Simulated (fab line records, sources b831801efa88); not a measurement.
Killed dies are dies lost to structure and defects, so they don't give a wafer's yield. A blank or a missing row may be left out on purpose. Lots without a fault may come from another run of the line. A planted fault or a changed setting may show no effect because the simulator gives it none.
One fault seen from 2 desks | flow gf180mcu | each desk has only its own numbers; what lay behind them comes last

THE METROLOGY DESK
What the gauges read, lot by lot, whatever tool the lot ran on: means of the sampled wafers that have a number. A lot is out of limits, marked OUT, if its mean lies more than 4 standard deviations from the usual mean; the brackets give that distance.
Columns: A = DNWELL_TW at GF_DNWELL_TW_MEAS_09, usual 1357; B = V1_CVD_02_THK at GF_V1_THK_MEAS_03, usual 848 nm
lot  | first seen here | A    | B
L969 | day 2 18:40     | 1353 | 834
L970 | day 2 23:49     | 1346 | 840
L971 | day 3 05:43     | 1366 | 853
L972 | day 3 10:53     | 1356 | 848
L973 | day 3 15:53     | 1343 | 856
L975 | day 4 03:10     | 1351 | 837
L976 | day 4 08:43     | 1352 | 844
L980 | day 5 04:25     | 1360 | 850
L983 | day 5 21:38     | 1357 | 844
L984 | day 6 02:17     | 1367 | 851
L986 | day 6 13:07     | 1364 | 839
L987 | day 6 18:52     | 1352 | 852
L989 | day 7 05:07     | 1362 | 858
This desk's finding: nothing out of limits on any of the 13 lots.

THE TOOL OWNER'S DESK: cmp-02
The tool's own readings at GF_CONTACT_CMP_04 (polishes SiO2): means of the sampled wafers that have a number, for each lot that ran on this tool. A lot is out of limits, marked OUT, if its mean lies more than 4 standard deviations from the usual mean; the brackets give that distance.
Columns: A = motor_current_A at GF_CONTACT_CMP_04, usual 11.9 A; B = time_to_endpoint_s at GF_CONTACT_CMP_04, usual 106 s
lot  | first seen here | A    | B
L969 | day 15 02:37    | 12.8 | 103
L970 | day 15 09:08    | 12.7 | 98
L971 | day 15 20:29    | 11.9 | 106
L972 | day 16 06:49    | 12.9 | 105
L973 | day 16 15:04    | 12.2 | 101
L975 | day 17 12:19    | 11.8 | 104
L980 | day 19 03:27    | 13.0 | 102
L983 | day 20 09:04    | 12.1 | 98
L984 | day 20 16:25    | 11.8 | 97
This desk's finding: nothing out of limits on any of the 9 lots.

PUT TOGETHER
The metrology desk saw nothing out of limits.
The tool owner's desk saw nothing out of limits.

WHAT THE SIMULATOR HAD PUT IN
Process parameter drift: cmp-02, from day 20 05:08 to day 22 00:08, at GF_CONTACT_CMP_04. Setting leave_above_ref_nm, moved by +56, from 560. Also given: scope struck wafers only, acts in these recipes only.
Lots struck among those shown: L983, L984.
